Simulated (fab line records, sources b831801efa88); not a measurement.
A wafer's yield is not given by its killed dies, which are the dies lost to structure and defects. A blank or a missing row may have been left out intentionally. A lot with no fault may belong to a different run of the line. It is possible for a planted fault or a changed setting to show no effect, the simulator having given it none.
Split-lot experiment -- flow sfq_line -- 23 wafers read across 5 lots, on a route 325 steps long

THE SPLIT
At SFQ_TRILAYER_I0_CMP_CMP_028 (polishes SiO2), the setting leave_above_ref_nm was moved away from the recipe's 200 nm on 12 of the 23 wafers read, by -6.3% to +6.7%. This setting was run at the recipe's value on the other wafers.

FROM THE SPLIT TO THE READING: what the file shows between them, 4 steps
- SFQ_TRILAYER_I0_METRO_MEASURE_029
- SFQ_TRILAYER_I0_VIA_LITHO_PEB_034: peb time 60 s (also split here: peb_temp_c)
- SFQ_TRILAYER_I0_VIA_LITHO_DEVELOP_033: time 60 s
- SFQ_TRILAYER_I0_VIA_BARC_OPEN_VIA_ETCH_046: etches BARC in O2, target depth 125 nm, time 43.31 s

THE READING
oes_product_au, in a.u., at SFQ_TRILAYER_I0_VIA_ETCH_VIA_ETCH_034 (etches SiO2 in CHF3, stops on Nb, target depth 260 nm). Typical for fault-free wafers on this fab line: 0.856 a.u., with standard deviation 0.0042 a.u.

wafer,"tool, chamber at the split","leave_above_ref_nm as run, nm",against the recipe,"oes_product_au, a.u.",against lot-mates on the recipe
L074.1,"cmp-02, 3",200,recipe,0.852,-
L074.2,"cmp-02, 2",200,recipe,0.860,-
L074.4,"cmp-02, 0",187.3,-6.3%,0.826,-0.030
L074.5,"cmp-02, 0",187.3,-6.3%,0.824,-0.032
L074.6,"cmp-02, 1",187.3,-6.3%,0.828,-0.028
L075.1,"cmp-02, 2",200,recipe,0.861,-
L075.3,"cmp-02, 3",200,recipe,0.863,-
L075.5,"cmp-02, 1",200,recipe,0.853,-
L077.2,"cmp-02, 1,3",200,recipe,0.855,-
L077.3,"cmp-02, 0",213.5,+6.7%,0.890,+0.032
L077.4,"cmp-02, 3",213.5,+6.7%,0.889,+0.031
L077.5,"cmp-02, 1,3",200,recipe,0.861,-
L077.6,"cmp-02, 2",213.5,+6.7%,0.889,+0.031
L078.2,"cmp-01, 0",206.3,+3.2%,0.864,+0.005
L078.3,"cmp-01, 1",200,recipe,0.862,-
L078.4,"cmp-01, 2",206.3,+3.2%,0.865,+0.006
L078.5,"cmp-01, 2",206.3,+3.2%,0.869,+0.010
L078.6,"cmp-01, 1",200,recipe,0.856,-
L082.1,"cmp-01, 3",208.5,+4.2%,0.875,+0.018
L082.2,"cmp-01, 0",208.5,+4.2%,0.876,+0.019
L082.3,"cmp-01, 2",200,recipe,0.860,-
L082.4,"cmp-01, 1",200,recipe,0.855,-
L082.6,"cmp-01, 3",208.5,+4.2%,0.880,+0.023
The file does not say which wafer passed through which chamber wherever a row lists several chambers: such a row stands for several wafers.

FIT RESULTS
A straight line over all 23 wafers: oes_product_au changes by +0.00466 a.u. for each +1% of leave_above_ref_nm; r = +0.98; the points scatter about the line by 0.0038 a.u.
The same after taking each lot's own level away (the mean of its wafers on the recipe; 23 wafers): +0.00452 a.u. for each +1%; r = +0.98; scatter 0.0039 a.u.
According to that fit, moving leave_above_ref_nm by its largest amount changes the reading by 0.03 a.u.
Measured against the standard deviation above, the lots' own levels, which go from 0.8560 to 0.8590 a.u., span 0.7 times it.
Hence the lot-to-lot level has little effect on the slope; both slopes agree.
Check: with one of the wafers moved furthest among these (+6.7%) left out of the fit, the line predicts +0.0291 a.u. for it against its lot-mates. It came out at +0.032 a.u. against them.

OTHER SPLITS ON THESE WAFERS
Other splits were also applied to these wafers ahead of the reading. Each is held against what the fit with the lots' levels taken away leaves over:
other split on the same wafers,wafers away from the commonest value,r with oes_product_au (lot level and that fit taken away)
SFQ_TRILAYER_INCOMING_OXIDATION_002 ox_time_s,15,-0.24
SFQ_TRILAYER_L0_LITHO_COAT_010 spin_rpm,11,+0.18
SFQ_TRILAYER_L0_VIA_LITHO_EXPOSE_014 dose_mj,8,-0.43
SFQ_TRILAYER_M0_LITHO_COAT_026 resist_thk_nm,5,-0.11
SFQ_TRILAYER_I0_VIA_LITHO_PEB_034 peb_temp_c,10,-0.19

THE WHOLE CHAIN: every reading that the file lists as answering this split, in the file's order
step,what it does,reading,change (the file's fit),r (the file's)
SFQ_TRILAYER_I0_CMP_CMP_028,polishes SiO2,"SiO2_of_TRILAYER_I0_DEP_PECVD_027.thk_nm (the simulator's own value, which no gauge read)",+2.03 nm for each +1% of the setting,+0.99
SFQ_TRILAYER_I0_METRO_MEASURE_029,,thk_nm,+2.01 nm for each +1% of the setting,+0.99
SFQ_TRILAYER_I0_VIA_ETCH_VIA_ETCH_034,"etches SiO2 in CHF3, stops on Nb, target depth 260 nm",oes_product_au,+0.00448 a.u. for each +1% of the setting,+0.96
SFQ_TRILAYER_I0_VIA_ETCH_VIA_ETCH_034,"etches SiO2 in CHF3, stops on Nb, target depth 260 nm","I0.feature_depth_nm (the simulator's own value, which no gauge read)",+2.03 nm for each +1% of the setting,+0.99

THE FILE'S OWN FIT
oes_product_au changes by +0.00448 a.u. for each +1% of leave_above_ref_nm, r = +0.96.
